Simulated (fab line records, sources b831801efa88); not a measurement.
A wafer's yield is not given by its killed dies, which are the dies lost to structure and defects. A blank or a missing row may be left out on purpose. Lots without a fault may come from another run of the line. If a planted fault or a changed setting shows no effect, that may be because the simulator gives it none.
Which of the tools did it? / flow gf180mcu / 13 lots with 39 wafers sampled at 5 steps, on a route of 602 steps

== WHAT THE GAUGES SHOWED, per wafer ==
GF_DNWELL_TW_MEAS_09. Usual: DNWELL_TW typically reads 1347, with standard deviation 11.
lot=L643; measured=day 2 17:46; on=film_metro-01; DNWELL_TW=1357 1360 1358; flag=
lot=L644; measured=day 3 00:48; on=film_metro-02; DNWELL_TW=1370 1369 1364; flag=
lot=L650; measured=day 4 07:33; on=film_metro-01; DNWELL_TW=1270 1276 1333; flag=OFF
lot=L654; measured=day 5 06:12; on=film_metro-01; DNWELL_TW=1292 1291 1339; flag=OFF
lot=L656; measured=day 5 17:41; on=film_metro-03; DNWELL_TW=1325 1331 1329; flag=
lot=L657; measured=day 5 22:46; on=film_metro-01; DNWELL_TW=1351 1342 1354; flag=
lot=L658; measured=day 6 04:03; on=film_metro-01; DNWELL_TW=1354 1348 1352; flag=
lot=L659; measured=day 6 07:21; on=film_metro-03; DNWELL_TW=1341 1342 1340; flag=
lot=L660; measured=day 6 15:55; on=film_metro-01; DNWELL_TW=1337 1346 1347; flag=
lot=L661; measured=day 6 19:01; on=film_metro-02; DNWELL_TW=1359 1356 1359; flag=
lot=L663; measured=day 7 04:53; on=film_metro-01; DNWELL_TW=1348 1337 1339; flag=
lot=L664; measured=day 7 09:18; on=film_metro-03; DNWELL_TW=1332 1337 1337; flag=
lot=L666; measured=day 7 23:03; on=film_metro-02; DNWELL_TW=1361 1354 1360; flag=

GF_MVSD_OVL_MEAS_07. Usual: MVSD_OVL typically reads 1.5 nm, with standard deviation 1.2.
lot=L643; measured=day 4 10:13; on=overlay-02; MVSD_OVL (nm)=-1.2 1.3 -0.2; flag=
lot=L644; measured=day 4 17:58; on=overlay-02; MVSD_OVL (nm)=1.1 1.2 1.6; flag=
lot=L650; measured=day 6 02:42; on=overlay-02; MVSD_OVL (nm)=1.1 1.8 2.0; flag=
lot=L654; measured=day 7 03:40; on=overlay-02; MVSD_OVL (nm)=-0.4 -0.1 -0.9; flag=
lot=L656; measured=day 7 15:53; on=overlay-02; MVSD_OVL (nm)=1.8 4.1 2.3; flag=
lot=L657; measured=day 7 20:51; on=overlay-02; MVSD_OVL (nm)=0.2 0.0 1.2; flag=
lot=L658; measured=day 8 02:54; on=overlay-01; MVSD_OVL (nm)=-0.1 1.2 1.5; flag=
lot=L659; measured=day 8 06:46; on=overlay-02; MVSD_OVL (nm)=2.1 0.2 2.0; flag=
lot=L660; measured=day 8 15:42; on=overlay-01; MVSD_OVL (nm)=0.9 1.7 2.1; flag=
lot=L661; measured=day 8 19:23; on=overlay-02; MVSD_OVL (nm)=2.0 2.7 1.0; flag=
lot=L663; measured=day 9 06:28; on=overlay-02; MVSD_OVL (nm)=2.1 1.9 2.0; flag=
lot=L664; measured=day 9 12:16; on=overlay-02; MVSD_OVL (nm)=0.6 0.7 3.3; flag=
lot=L666; measured=day 10 02:40; on=overlay-01; MVSD_OVL (nm)=1.4 3.0 -0.4; flag=

GF_MVPSD_OVL_MEAS_07. Usual: MVPSD_OVL typically reads 0.9 nm, with standard deviation 1.5.
lot=L643; measured=day 5 00:32; on=overlay-02; MVPSD_OVL (nm)=1.4 -0.8 -0.1; flag=
lot=L644; measured=day 5 08:18; on=overlay-02; MVPSD_OVL (nm)=2.5 1.0 4.2; flag=
lot=L650; measured=day 6 18:12; on=overlay-01; MVPSD_OVL (nm)=2.2 -0.7 1.1; flag=
lot=L654; measured=day 7 19:33; on=overlay-01; MVPSD_OVL (nm)=1.0 1.8 2.0; flag=
lot=L656; measured=day 8 08:05; on=overlay-02; MVPSD_OVL (nm)=-2.5 -2.0 -2.4; flag=
lot=L657; measured=day 8 12:39; on=overlay-02; MVPSD_OVL (nm)=0.5 -0.8 1.1; flag=
lot=L658; measured=day 8 19:30; on=overlay-01; MVPSD_OVL (nm)=2.3 0.5 1.9; flag=
lot=L659; measured=day 8 23:25; on=overlay-02; MVPSD_OVL (nm)=2.3 0.0 1.3; flag=
lot=L660; measured=day 9 09:00; on=overlay-01; MVPSD_OVL (nm)=0.6 -0.2 -0.2; flag=
lot=L661; measured=day 9 12:59; on=overlay-01; MVPSD_OVL (nm)=2.5 2.1 1.9; flag=
lot=L663; measured=day 10 00:01; on=overlay-01; MVPSD_OVL (nm)=1.0 0.9 0.3; flag=
lot=L664; measured=day 10 06:18; on=overlay-01; MVPSD_OVL (nm)=0.0 1.0 2.2; flag=
lot=L666; measured=day 10 21:06; on=overlay-02; MVPSD_OVL (nm)=1.1 2.6 -0.6; flag=

== EACH LOT AND THE TOOL THAT RAN IT (in order: tool; ch and the chambers of the sampled wafers; start) ==
lot=L643; GF_DNWELL_IMPLANT_07=implanter-01 ch 0, day 2 17:32; GF_NWELL_STRIP_10=plasma_asher-01 ch 0,1, day 3 06:36
lot=L644; GF_DNWELL_IMPLANT_07=implanter-02 ch 0, day 3 00:33; GF_NWELL_STRIP_10=plasma_asher-04 ch 0,1, day 3 14:09
lot=L650; GF_DNWELL_IMPLANT_07=implanter-02 ch 0, day 4 07:18; GF_NWELL_STRIP_10=plasma_asher-04 ch 0,1, day 4 21:57
lot=L654; GF_DNWELL_IMPLANT_07=implanter-02 ch 0, day 5 05:57; GF_NWELL_STRIP_10=plasma_asher-04 ch 0,1, day 5 20:56
lot=L656; GF_DNWELL_IMPLANT_07=implanter-04 ch 0, day 5 17:29; GF_NWELL_STRIP_10=plasma_asher-01 ch 0,1, day 6 08:43
lot=L657; GF_DNWELL_IMPLANT_07=implanter-01 ch 0, day 5 22:31; GF_NWELL_STRIP_10=plasma_asher-01 ch 0,1, day 6 13:39
lot=L658; GF_DNWELL_IMPLANT_07=implanter-04 ch 0, day 6 03:48; GF_NWELL_STRIP_10=plasma_asher-01 ch 0, day 6 19:43
lot=L659; GF_DNWELL_IMPLANT_07=implanter-01 ch 0, day 6 07:06; GF_NWELL_STRIP_10=plasma_asher-01 ch 0,1, day 6 22:30
lot=L660; GF_DNWELL_IMPLANT_07=implanter-01 ch 0, day 6 15:41; GF_NWELL_STRIP_10=plasma_asher-04 ch 0,1, day 7 07:29
lot=L661; GF_DNWELL_IMPLANT_07=implanter-04 ch 0, day 6 18:48; GF_NWELL_STRIP_10=plasma_asher-04 ch 0,1, day 7 10:50
lot=L663; GF_DNWELL_IMPLANT_07=implanter-01 ch 0, day 7 04:38; GF_NWELL_STRIP_10=plasma_asher-04 ch 0,1, day 7 20:51
lot=L664; GF_DNWELL_IMPLANT_07=implanter-01 ch 0, day 7 09:03; GF_NWELL_STRIP_10=plasma_asher-03 ch 0,1, day 8 01:53
lot=L666; GF_DNWELL_IMPLANT_07=implanter-01 ch 0, day 7 22:48; GF_NWELL_STRIP_10=plasma_asher-01 ch 1, day 8 16:03
- GF_DNWELL_IMPLANT_07
- GF_NWELL_STRIP_10: strips in O2/N2.

== WHAT THE TOOLS THEMSELVES READ (means of the sampled wafers that have a number; where no wafer has one, the mark that the record gives instead) ==
GF_DNWELL_IMPLANT_07. Usual: end_station_pressure_torr 5.01e-06 Torr, standard deviation 2.7e-07.
lot=L643; tool=implanter-01; end_station_pressure_torr (Torr)=4.77e-06; flag=
lot=L644; tool=implanter-02; end_station_pressure_torr (Torr)=5.08e-06; flag=
lot=L650; tool=implanter-02; end_station_pressure_torr (Torr)=5.18e-06; flag=
lot=L654; tool=implanter-02; end_station_pressure_torr (Torr)=5.01e-06; flag=
lot=L656; tool=implanter-04; end_station_pressure_torr (Torr)=5.24e-06; flag=
lot=L657; tool=implanter-01; end_station_pressure_torr (Torr)=5.18e-06; flag=
lot=L658; tool=implanter-04; end_station_pressure_torr (Torr)=4.85e-06; flag=
lot=L659; tool=implanter-01; end_station_pressure_torr (Torr)=4.97e-06; flag=
lot=L660; tool=implanter-01; end_station_pressure_torr (Torr)=4.80e-06; flag=
lot=L661; tool=implanter-04; end_station_pressure_torr (Torr)=4.84e-06; flag=
lot=L663; tool=implanter-01; end_station_pressure_torr (Torr)=4.85e-06; flag=
lot=L664; tool=implanter-01; end_station_pressure_torr (Torr)=4.87e-06; flag=
lot=L666; tool=implanter-01; end_station_pressure_torr (Torr)=4.96e-06; flag=

GF_NWELL_STRIP_10. Usual: drypump_motor_current_A 5.7 A, standard deviation 0.5; heater_power_w 336 W, standard deviation 30; oes_product_au 0.722 a.u., standard deviation 0.0045; strip_time_to_endpoint_s 36.95 s, standard deviation 0.11.
lot=L643; tool=plasma_asher-01; drypump_motor_current_A (A)=5.6; heater_power_w (W)=327; oes_product_au (a.u.)=0.719; strip_time_to_endpoint_s (s)=36.94; flag=
lot=L644; tool=plasma_asher-04; drypump_motor_current_A (A)=5.5; heater_power_w (W)=325; oes_product_au (a.u.)=0.726; strip_time_to_endpoint_s (s)=37.11; flag=
lot=L650; tool=plasma_asher-04; drypump_motor_current_A (A)=6.0; heater_power_w (W)=323; oes_product_au (a.u.)=0.727; strip_time_to_endpoint_s (s)=36.74; flag=
lot=L654; tool=plasma_asher-04; drypump_motor_current_A (A)=6.0; heater_power_w (W)=318; oes_product_au (a.u.)=0.722; strip_time_to_endpoint_s (s)=36.99; flag=
lot=L656; tool=plasma_asher-01; drypump_motor_current_A (A)=5.6; heater_power_w (W)=354; oes_product_au (a.u.)=0.720; strip_time_to_endpoint_s (s)=36.91; flag=
lot=L657; tool=plasma_asher-01; drypump_motor_current_A (A)=5.6; heater_power_w (W)=351; oes_product_au (a.u.)=0.724; strip_time_to_endpoint_s (s)=36.81; flag=
lot=L658; tool=plasma_asher-01; drypump_motor_current_A (A)=5.5; heater_power_w (W)=370; oes_product_au (a.u.)=0.721; strip_time_to_endpoint_s (s)=36.92; flag=
lot=L659; tool=plasma_asher-01; drypump_motor_current_A (A)=5.6; heater_power_w (W)=353; oes_product_au (a.u.)=0.723; strip_time_to_endpoint_s (s)=36.90; flag=
lot=L660; tool=plasma_asher-04; drypump_motor_current_A (A)=6.0; heater_power_w (W)=324; oes_product_au (a.u.)=0.724; strip_time_to_endpoint_s (s)=37.05; flag=
lot=L661; tool=plasma_asher-04; drypump_motor_current_A (A)=5.5; heater_power_w (W)=326; oes_product_au (a.u.)=0.721; strip_time_to_endpoint_s (s)=36.95; flag=
lot=L663; tool=plasma_asher-04; drypump_motor_current_A (A)=6.0; heater_power_w (W)=323; oes_product_au (a.u.)=0.727; strip_time_to_endpoint_s (s)=36.83; flag=
lot=L664; tool=plasma_asher-03; drypump_motor_current_A (A)=6.0; heater_power_w (W)=377; oes_product_au (a.u.)=0.722; strip_time_to_endpoint_s (s)=37.01; flag=
lot=L666; tool=plasma_asher-01; drypump_motor_current_A (A)=5.7; heater_power_w (W)=313; oes_product_au (a.u.)=0.724; strip_time_to_endpoint_s (s)=37.15; flag=

== THE ANSWER, worked out from the rows above alone ==
Rule: a lot counts as off when the mean over its wafers that have a number is more than 3 standard deviations away from the usual mean. A lot without any number at a reading at which 4 lots or more have one is off too. All remaining lots with rows at the step are treated as sound. After the gauges, taken in route order, come the tools' own readings; for these a lot's mean is taken, as printed above. At the first step where some lot is off, the reading lying furthest off is the one used; lots without a number count as furthest.
Off: L650, L654, seen at GF_DNWELL_TW_MEAS_09 (DNWELL_TW).
If a tool, at a process step before that reading, ran all the lots that are off and no sound lot after the first of them, it fits. The gauges at GF_DNWELL_TW_MEAS_09 are tried like those tools. One fits: GF_DNWELL_IMPLANT_07 on implanter-02. A fault onset in the window from L644 (day 3 00:33, its last sound lot) to L650 (day 4 07:18, its first lot off) fits.

== WHAT HAD BEEN PUT IN BY THE SIMULATOR ==
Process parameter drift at GF_DNWELL_IMPLANT_07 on implanter-02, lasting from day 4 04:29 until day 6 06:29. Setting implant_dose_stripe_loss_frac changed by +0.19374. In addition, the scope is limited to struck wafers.
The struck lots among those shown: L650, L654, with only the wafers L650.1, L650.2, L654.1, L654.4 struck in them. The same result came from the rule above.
